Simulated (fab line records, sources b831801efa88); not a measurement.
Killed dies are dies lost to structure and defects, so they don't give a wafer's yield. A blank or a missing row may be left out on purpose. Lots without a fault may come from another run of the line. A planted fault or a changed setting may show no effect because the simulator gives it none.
Which tool did it? | flow sky130 | 13 lots, 39 wafers sampled, at 2 steps of a route of 708

WHAT THE GAUGES READ, wafer by wafer
SKY_LDD_P_CD_MEAS_07: target cd 380 nm. Usual: cd_nm 380.2 nm, standard deviation 2.3.
lot  | measured     | on        | cd_nm (nm)        | flag
L866 | day 18 13:25 | cd_sem-01 | 381.0 381.5 377.6 |
L868 | day 18 22:10 | cd_sem-01 | 381.1 382.0 380.3 |
L870 | day 20 01:10 | cd_sem-02 | 378.5 379.4 382.8 |
L871 | day 20 09:07 | cd_sem-02 | 382.6 380.3 381.3 |
L872 | day 20 15:43 | cd_sem-01 | 381.4 380.5 380.5 |
L873 | day 21 05:17 | cd_sem-01 | 377.9 376.5 379.3 |
L876 | day 22 06:20 | cd_sem-02 | 380.4 377.9 378.8 |
L877 | day 22 10:27 | cd_sem-01 | 377.9 376.8 378.4 |
L880 | day 23 10:04 | cd_sem-02 | 387.4 381.0 382.7 |
L881 | day 23 20:49 | cd_sem-01 | 377.4 376.8 392.7 |
L886 | day 25 23:29 | cd_sem-01 | 380.6 380.8 380.4 |
L887 | day 26 12:13 | cd_sem-01 | 379.2 378.6 377.5 |
L888 | day 26 13:12 | cd_sem-01 | 382.7 382.8 383.2 |

WHICH TOOL RAN EACH LOT (tool, then ch and the chambers of the sampled wafers, then the start)
lot  | SKY_LDD_P_DEVELOP_06
L866 | litho_track-02 ch 0, day 18 13:16
L868 | litho_track-02 ch 0, day 18 22:01
L870 | litho_track-02 ch 0, day 20 01:01
L871 | litho_track-02 ch 0, day 20 08:58
L872 | litho_track-02 ch 0, day 20 15:34
L873 | litho_track-03 ch 0, day 21 05:08
L876 | litho_track-03 ch 0, day 22 06:11
L877 | litho_track-01 ch 0, day 22 10:18
L880 | litho_track-03 ch 0, day 23 09:55
L881 | litho_track-02 ch 0, day 23 20:40
L886 | litho_track-03 ch 0, day 25 23:20
L887 | litho_track-03 ch 0, day 26 12:04
L888 | litho_track-01 ch 0, day 26 13:03
- SKY_LDD_P_DEVELOP_06: develop time 60 s.

WHAT THE TOOLS THEMSELVES READ (means of the sampled wafers that have a number; where no wafer has one, the mark that the record gives instead)
The record holds no such reading with a usual standard deviation.

THE ANSWER, worked out from the rows above alone
Rule: a lot is off if the mean of its wafers that have a number lies more than 3 standard deviations from the usual mean. A lot without any number at a reading at which 4 lots or more have one is off too. The other lots that the step has rows for count as sound. The gauges are gone through in route order, then the tools' own readings, and for those a lot's mean is taken as printed above. The first step at which some lot is off is used, and at that step the reading that is off furthest; a lot without a number counts as furthest.
No lot is off at any reading shown: from this, nothing can be told.

WHAT THE SIMULATOR HAD PUT IN
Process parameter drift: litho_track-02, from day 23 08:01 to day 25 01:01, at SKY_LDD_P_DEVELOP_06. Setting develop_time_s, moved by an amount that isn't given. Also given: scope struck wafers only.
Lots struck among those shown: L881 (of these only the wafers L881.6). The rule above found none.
